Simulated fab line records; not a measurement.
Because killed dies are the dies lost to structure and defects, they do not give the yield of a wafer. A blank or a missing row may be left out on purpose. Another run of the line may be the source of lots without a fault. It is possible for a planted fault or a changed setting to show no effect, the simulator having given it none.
A lot that was struck, set against a sound lot / flow gf180mcu / 19 out of 602 route steps
Sound: these wafers, L803.2, L803.3, L803.6. The struck wafers were L806.1, L806.2, L806.3. The cause is named last.
Order at every step that has rows: each side's tool, ch and its chambers, its first start. Under that, the readings that differ: sound wafers / struck wafers / difference of the means / sigmas: that difference in standard deviations of wafers without a fault.
alike: readings whose means differ by less than 2 such deviations, and words and numbers that are the same on both sides. not compared: withheld readings, readings that some wafer has no value for, bounds like >300 that may hide the same value, and numbers for which the record gives no deviation and whose values overlap.
A row with sigmas, a row that says differs or no value, or rows on one side alone: a step with any of these is where the two part. Non-overlapping numbers with no deviation appear without sigmas and do not part them. A reading that every wafer of one side lacks parts them only if that side has two wafers or more.

first, 4 steps without rows for these wafers: GF_NSD_SOFTBAKE_03 (time 60 s); GF_NSD_EXPOSE_04 (exposes mask Nplus, target cd 400 nm); GF_NSD_PEB_05; GF_NSD_DEVELOP_06 (develop time 60 s).
GF_NSD_CD_MEAS_07: the cd target is 400 nm.
  sound on cd-sem-02 at day 18 00:55; struck on cd-sem-02 at day 18 19:05
  alike: cd-nm
GF_NSD_OVL_MEAS_08:
  sound on overlay-02 at day 18 01:01; struck on overlay-01 at day 18 19:13
  alike: NSD_OVL
then, 2 steps without rows for these wafers: GF_NSD_IMPLANT_09; GF_NSD_IMPLANT_10.
GF_NSD_STRIP_11: strips in O2/N2.
  sound on plasma-asher-03 ch 0,1, day 18 01:21; struck on plasma-asher-03 ch 0,1, day 18 19:33
  alike: drypump-motor-current-A, heater-power-w, oes-product-au, strip-time-to-endpoint-s
  not compared: rf-hours-counter-h
GF_NSD_TW_MEAS_12:
  sound on film-metro-01 at day 18 01:28; struck on film-metro-04 at day 18 19:39
reading=NSD_TW; sound=4167 4149 4164; struck=4219 4211 4215; difference=+55; sigmas=+2
then, 2 steps without rows for these wafers: GF_PSD_DEHYDRATE_00 (time 60 s); GF_PSD_HMDS_01 (prime time 60 s).
GF_PSD_COAT_02: resist thk 1000 nm.
  sound on litho-track-03 ch 0, day 18 12:22; struck on litho-track-04, day 19 07:22
  no value came back on the struck wafers for chill-plate-temp-C (C), dispense-pressure-kPa (kPa); on the sound wafers chill-plate-temp-C (C) reads 22.95 23.00 23.04
then, 4 steps without rows for these wafers: GF_PSD_SOFTBAKE_03 (time 60 s); GF_PSD_EXPOSE_04 (exposes mask Pplus, target cd 400 nm); GF_PSD_PEB_05; GF_PSD_DEVELOP_06 (develop time 60 s).
GF_PSD_CD_MEAS_07: the cd target is 400 nm.
  sound on cd-sem-01 at day 19 00:40; struck on cd-sem-02 at day 19 19:41
reading=cd-nm (nm); sound=399.9 399.9 398.9; struck=- - -; difference=no value on the struck wafers; sigmas=
GF_PSD_OVL_MEAS_08:
  sound on overlay-01 at day 19 00:46; struck on overlay-01 at day 19 19:48
reading=PSD_OVL (nm); sound=2.6 3.5 2.0; struck=- - -; difference=no value on the struck wafers; sigmas=

## WHERE THEY PART
First at GF_NSD_TW_MEAS_12; last, within this record, at GF_PSD_OVL_MEAS_08.

WHY: what had been put in by the simulator
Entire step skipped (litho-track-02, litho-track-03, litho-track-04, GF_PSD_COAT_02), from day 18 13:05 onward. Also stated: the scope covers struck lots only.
